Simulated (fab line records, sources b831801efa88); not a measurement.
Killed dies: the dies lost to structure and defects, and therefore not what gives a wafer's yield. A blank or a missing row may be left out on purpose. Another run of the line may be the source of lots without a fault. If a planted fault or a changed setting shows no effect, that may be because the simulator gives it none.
fab line records	flow sky130
record: lots: 13	wafers: 39	last-day: 50
route steps=708 shown NWELL@77 LOCAL_INTERCONNECT@399 METAL2@485 PAD_OPEN@708
lots untouched by any fault: they come from a run of this same line in which no faults occurred
start-h: start of the lot's first displayed wafer, in hours after the record's first day	wait-h: hours elapsed since this lot's preceding step	" as in the row above	L1.1+2: several wafers, shown together as one row	- value missing, or start not given	* or withheld: withheld	< > ~ a bound
route shown NAME@n: NAME is a module with steps in the file, n the number in the route of the first one	usual: mean and standard deviation over wafers with no fault	same: alike in all rows	chamber/n: place in a boat	sites: each site's reading	_std_site: the values' standard deviation	_edge_site: the outer-site mean with the inner-site mean subtracted	radius-mm: how far each site lies from the wafer's centre	mask NAME#n: copy n	behind: the last tool/chamber to shape the wafer	hold: why the lot was held/for how many hours/how that ended	device: transistor that didn't switch, given as n, p or np	end of line: the route-end tests of the same wafers	step lacking rows: just its recipe	killed: count of dies lost to structure and defects at first sort (not the wafer's yield)	map: shows each die of a wafer: x if killed, . if not, _ if none is there
set.NAME: setting as actually run; set.NAME@STEP: the setting as run at that earlier step	model.NAME: the simulator's own value behind a step, which no gauge read
steps of the route over a sample of lots; a table a step, a row a wafer
services: from which hour (start-h, from the record's first day; less than 0 if before it) a tool's chamber was out of use, for how many hours, and why
== steps ==
step: SKY_NWELL_IMPLANT_24
recipe: species: B	energy-kev: 140	dose-cm2: 9.2e+12	tilt-deg: withheld
usual: dose-ions-cm2: 9.2e+12/1e+10
lot.wafer	tool	chamber	start-h	wait-h	dose-ions-cm2
L192.2	implanter-03	0	106.13	0.0	9.204e+12
L192.3	"	0	"	"	9.199e+12
L192.4	"	0	"	"	9.196e+12
L193.2	implanter-01	0	110.70	0.0	9.188e+12
L193.3	"	0	"	"	9.203e+12
L193.4	"	0	"	"	9.19e+12
L196.1	implanter-01	0	130.48	0.0	9.201e+12
L196.3	"	0	"	"	9.195e+12
L196.6	"	0	"	"	9.179e+12
L198.3	implanter-01	0	139.00	0.1	9.206e+12
L198.5	"	0	"	"	9.21e+12
L198.6	"	0	"	"	9.21e+12
L200.1	implanter-04	0	152.37	0.0	9.197e+12
L200.2	"	0	"	"	9.206e+12
L200.3	"	0	"	"	9.179e+12
L202.1	implanter-04	0	164.47	0.0	9.005e+12
L202.2	"	0	"	"	9.017e+12
L202.3	"	0	"	"	8.999e+12
L203.1	implanter-04	0	171.07	0.0	9.015e+12
L203.3	"	0	"	"	9.022e+12
L203.4	"	0	"	"	9.022e+12
L204.1	implanter-01	0	177.90	0.0	9.19e+12
L204.3	"	0	"	"	9.219e+12
L204.6	"	0	"	"	9.189e+12
L205.2	implanter-04	0	185.18	0.0	9.012e+12
L205.4	"	0	"	"	9.01e+12
L205.6	"	0	"	"	9.013e+12
L209.3	implanter-01	0	209.32	0.1	9.217e+12
L209.4	"	0	"	"	9.223e+12
L209.5	"	0	"	"	9.207e+12
L211.3	implanter-01	0	221.40	0.1	9.195e+12
L211.4	"	0	"	"	9.203e+12
L211.5	"	0	"	"	9.181e+12
L213.1	implanter-03	0	231.92	0.0	9.197e+12
L213.5	"	0	"	"	9.188e+12
L213.6	"	0	"	"	9.188e+12
L215.1	implanter-04	0	248.77	0.0	9.209e+12
L215.5	"	0	"	"	9.181e+12
L215.6	"	0	"	"	9.206e+12
step: SKY_LOCAL_INTERCONNECT_OVL_MEAS_12
usual: LOCAL_INTERCONNECT_OVL: 0/6
lot.wafer	tool	chamber	start-h	wait-h	LOCAL_INTERCONNECT_OVL[nm]
L192.2	overlay-01	-	716.06	0.1	-5
L192.3	"	-	"	"	-7
L192.4	"	-	"	"	-12
L193.2	overlay-01	-	717.46	0.1	-2
L193.3	"	-	"	"	-2
L193.4	"	-	"	"	2
L196.1	overlay-02	-	756.71	0.1	-8
L196.3	"	-	"	"	-4
L196.6	"	-	"	"	7
L198.3	overlay-01	-	757.45	0.1	-7
L198.5	"	-	"	"	4
L198.6	"	-	"	"	-2
L200.1	overlay-02	-	794.76	0.1	-3
L200.2	"	-	"	"	-9
L200.3	"	-	"	"	-1
L202.1	overlay-02	-	800.26	0.1	13
L202.2	"	-	"	"	1
L202.3	"	-	"	"	12
L203.1	overlay-02	-	811.13	0.1	2
L203.3	"	-	"	"	-7
L203.4	"	-	"	"	-3
L204.1	overlay-02	-	817.71	0.1	9
L204.3	"	-	"	"	6
L204.6	"	-	"	"	13
L205.2	overlay-01	-	838.08	0.1	7
L205.4	"	-	"	"	2
L205.6	"	-	"	"	-9
L209.3	overlay-01	-	845.97	0.1	-11
L209.4	"	-	"	"	-6
L209.5	"	-	"	"	-4
L211.3	overlay-01	-	860.90	0.1	-4
L211.4	"	-	"	"	-3
L211.5	"	-	"	"	-3
L213.1	overlay-01	-	870.43	0.1	4
L213.5	"	-	"	"	0
L213.6	"	-	"	"	5
L215.1	overlay-01	-	883.81	0.1	-3
L215.5	"	-	"	"	-7
L215.6	"	-	"	"	1
step: SKY_METAL2_SPUTTER_02
recipe: material: AlCu	target-thk-nm: 250	power-w: 10600	time-s: 13.3	chamber-pressure-pa: 0.4
usual: chamber-pressure-pa: 0.4000/0.00081	throttle-valve-pct: 29.9/1.1
lot.wafer	tool	chamber	start-h	wait-h	chamber-pressure-pa	throttle-valve-pct
L192.2	pvd-sputter-03	-	802.76	0.0	0.4004	29.0
L192.3	"	-	"	"	0.3998	28.7
L192.4	"	-	"	"	0.4005	28.9
L193.2	pvd-sputter-04	-	804.18	0.0	0.4010	29.3
L193.3	"	-	"	"	0.4000	32.0
L193.4	"	-	"	"	0.4013	29.3
L196.1	pvd-sputter-01	-	843.09	0.0	0.4005	29.0
L196.3	"	-	"	"	0.4002	29.5
L196.6	"	-	"	"	0.3994	29.1
L198.3	pvd-sputter-04	-	843.11	0.0	0.3991	29.4
L198.5	"	-	"	"	0.4012	32.1
L198.6	"	-	"	"	0.3996	29.5
L200.1	pvd-sputter-03	-	880.85	0.0	0.3995	28.7
L200.2	"	-	"	"	0.3999	29.8
L200.3	"	-	"	"	0.4008	30.7
L202.1	pvd-sputter-04	-	885.57	0.0	0.3999	32.4
L202.2	"	-	"	"	0.4014	29.6
L202.3	"	-	"	"	0.3995	29.4
L203.1	pvd-sputter-04	-	897.61	0.0	0.3995	29.5
L203.3	"	-	"	"	0.4002	32.1
L203.4	"	-	"	"	0.4013	29.4
L204.1	pvd-sputter-03	-	903.26	0.0	0.4003	29.8
L204.3	"	-	"	"	0.3991	28.7
L204.6	"	-	"	"	0.4008	29.9
L205.2	pvd-sputter-04	-	921.12	0.0	0.3990	29.1
L205.4	"	-	"	"	0.4017	29.6
L205.6	"	-	"	"	0.3999	32.3
L209.3	pvd-sputter-04	-	929.07	0.0	0.3995	29.3
L209.4	"	-	"	"	0.4001	32.2
L209.5	"	-	"	"	0.3991	29.2
L211.3	pvd-sputter-03	-	945.06	0.0	0.3995	29.3
L211.4	"	-	"	"	0.3995	29.2
L211.5	"	-	"	"	0.3989	29.2
L213.1	pvd-sputter-04	-	952.26	0.0	0.3995	29.5
L213.5	"	-	"	"	0.4004	32.4
L213.6	"	-	"	"	0.4006	29.6
L215.1	pvd-sputter-04	-	964.81	0.0	0.4001	32.5
L215.5	"	-	"	"	0.3999	29.6
L215.6	"	-	"	"	0.4007	32.2
step: SKY_METAL2_SPUTTER_04
recipe: material: TiN	target-thk-nm: 70	power-w: 6500	time-s: 58.3	chamber-pressure-pa: 0.4
usual: chamber-pressure-pa: 0.4001/0.00073	throttle-valve-pct: 29.9/1.2
lot.wafer	tool	chamber	start-h	wait-h	chamber-pressure-pa	throttle-valve-pct
L192.2	pvd-sputter-03	-	802.80	0.0	0.4001	29.4
L192.3	"	-	"	"	0.4000	28.5
L192.4	"	-	"	"	0.3993	28.6
L193.2	pvd-sputter-04	-	804.22	0.0	0.3990	29.6
L193.3	"	-	"	"	0.4010	32.3
L193.4	"	-	"	"	0.3998	29.4
L196.1	pvd-sputter-01	-	843.13	0.0	0.3991	29.4
L196.3	"	-	"	"	0.4008	29.3
L196.6	"	-	"	"	0.4004	29.1
L198.3	pvd-sputter-04	-	843.15	0.0	0.3993	29.4
L198.5	"	-	"	"	0.4009	32.2
L198.6	"	-	"	"	0.3999	29.4
L200.1	pvd-sputter-03	-	880.89	0.0	0.3999	28.6
L200.2	"	-	"	"	0.4009	29.8
L200.3	"	-	"	"	0.4005	30.4
L202.1	pvd-sputter-04	-	885.61	0.0	0.3998	32.2
L202.2	"	-	"	"	0.4007	29.5
L202.3	"	-	"	"	0.4000	29.4
L203.1	pvd-sputter-04	-	897.65	0.0	0.3996	29.3
L203.3	"	-	"	"	0.3996	32.2
L203.4	"	-	"	"	0.4012	29.5
L204.1	pvd-sputter-03	-	903.30	0.0	0.4011	29.5
L204.3	"	-	"	"	0.4000	28.6
L204.6	"	-	"	"	0.4007	29.7
L205.2	pvd-sputter-04	-	921.17	0.0	0.4007	29.3
L205.4	"	-	"	"	0.4007	29.7
L205.6	"	-	"	"	0.4006	32.5
L209.3	pvd-sputter-04	-	929.11	0.0	0.3994	29.4
L209.4	"	-	"	"	0.4003	32.7
L209.5	"	-	"	"	0.3994	29.3
L211.3	pvd-sputter-03	-	945.10	0.0	0.3995	29.8
L211.4	"	-	"	"	0.4012	28.9
L211.5	"	-	"	"	0.4015	29.3
L213.1	pvd-sputter-04	-	952.30	0.0	0.4010	29.6
L213.5	"	-	"	"	0.3992	32.3
L213.6	"	-	"	"	0.4003	29.3
L215.1	pvd-sputter-04	-	964.86	0.0	0.4003	32.2
L215.5	"	-	"	"	0.4001	29.5
L215.6	"	-	"	"	0.4009	32.3
step: SKY_PAD_OPEN_PROBE_99
usual: killed_at_M0_to_M3: 44/8.6	killed_at_M4_up: 3.4/1.9	killed-at-contacts: 23/5.7	killed-at-front-end: 15/4.5	killed-at-other: 0.4/0.62	killed-dies: 86/11	killed-open: 46/7.6	killed-short: 39/6.3
same: gross-dies: 492	killed-at-back-side: 0
lot.wafer	tool	chamber	start-h	wait-h	killed_at_M0_to_M3	killed_at_M4_up	killed-at-contacts	killed-at-front-end	killed-at-other	killed-dies	killed-open	killed-short
L203.1	prober-01	-	1155.74	0.1	42	5	31	13	2	93	43	48
L203.3	prober-01	-	1155.84	0.2	36	3	21	16	0	76	32	44
L203.4	prober-01	-	1155.89	0.2	48	1	27	17	1	94	58	35
killed by level:class
L203.1 CONTACT:geometric-particle:open=10 LI_CONTACT:geometric-particle:open=8 LOCAL_INTERCONNECT:geometric-particle:short=8 METAL2:geometric-particle:short=8 VIA1:geometric-particle:open=7 FIELD_ISO:geometric-particle:short=5 VIA1:geometric-particle:short=5 VIA3:geometric-particle:open=5
L203.3 VIA1:geometric-particle:open=6 CONTACT:geometric-particle:open=6 FIELD_ISO:geometric-particle:short=5 POLY_GATE:geometric-particle:short=5 CONTACT:geometric-particle:short=5 METAL1:geometric-particle:short=5 VIA2:geometric-particle:open=5 FIELD_ISO:geometric-particle:open=4
L203.4 VIA1:geometric-particle:open=12 CONTACT:geometric-particle:open=12 VIA2:geometric-particle:open=8 VIA3:geometric-particle:open=8 FIELD_ISO:geometric-particle:open=6 LOCAL_INTERCONNECT:geometric-particle:short=6 LI_CONTACT:geometric-particle:open=5 METAL2:geometric-particle:short=5
== services ==
tool	chamber	start-h	hours	kind
pvd-sputter-03	-	129.65	2.4	repair
implanter-01	-	159.29	1.2	repair
pvd-sputter-03	-	190.60	7.7	repair
implanter-01	-	209.83	3.8	pm
pvd-sputter-03	-	218.16	1.0	repair
pvd-sputter-04	-	240.55	1.9	repair
pvd-sputter-04	-	284.01	8.6	repair
implanter-01	-	380.31	61.7	repair
pvd-sputter-03	-	425.53	2.0	repair
pvd-sputter-03	-	445.74	1.4	repair
pvd-sputter-03	-	463.43	0.7	repair
pvd-sputter-03	-	478.00	1.2	repair
implanter-01	-	531.40	4.6	pm
pvd-sputter-04	-	594.42	6.8	repair
implanter-01	-	650.39	27.1	pm
pvd-sputter-03	-	675.25	0.5	repair
pvd-sputter-04	-	730.61	5.0	repair
pvd-sputter-03	-	759.41	4.2	repair
pvd-sputter-03	-	779.33	2.3	repair
pvd-sputter-03	-	787.53	5.8	repair
pvd-sputter-03	-	790.61	3.0	repair
implanter-01	-	802.32	2.2	repair
implanter-01	-	950.71	24.7	repair
pvd-sputter-04	-	956.48	3.4	repair
== key ==
first-sign: step: SKY_NWELL_IMPLANT_24	reading: dose-ions-cm2	direction: down	sigmas: 18	usual: *	struck: *
effect none on later readings
met-at SKY_NWELL_IMPLANT_24
struck-lots L202,L203,L205
tester-left-out L202,L203,L205
not-acting-at SKY_LOCAL_INTERCONNECT_OVL_MEAS_12,SKY_METAL2_SPUTTER_02,SKY_METAL2_SPUTTER_04
onset-between 152.37 164.47
fault: kind: process-parameter-drift	tool: implanter-04	chamber: -	onset-h: 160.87	steps: SKY_NWELL_IMPLANT_24	channel: dose-cm2	offset: *	shape: step	end-h: 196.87	acts-in: *	stated: *
tester-left-out: of these lots the tester's yield and bins aren't shown, on N5 and GAA mostly nor the transistor test; their killed dies are dies lost to structure and defects alone, not to doping, threshold or leakage, so they don't give the yield
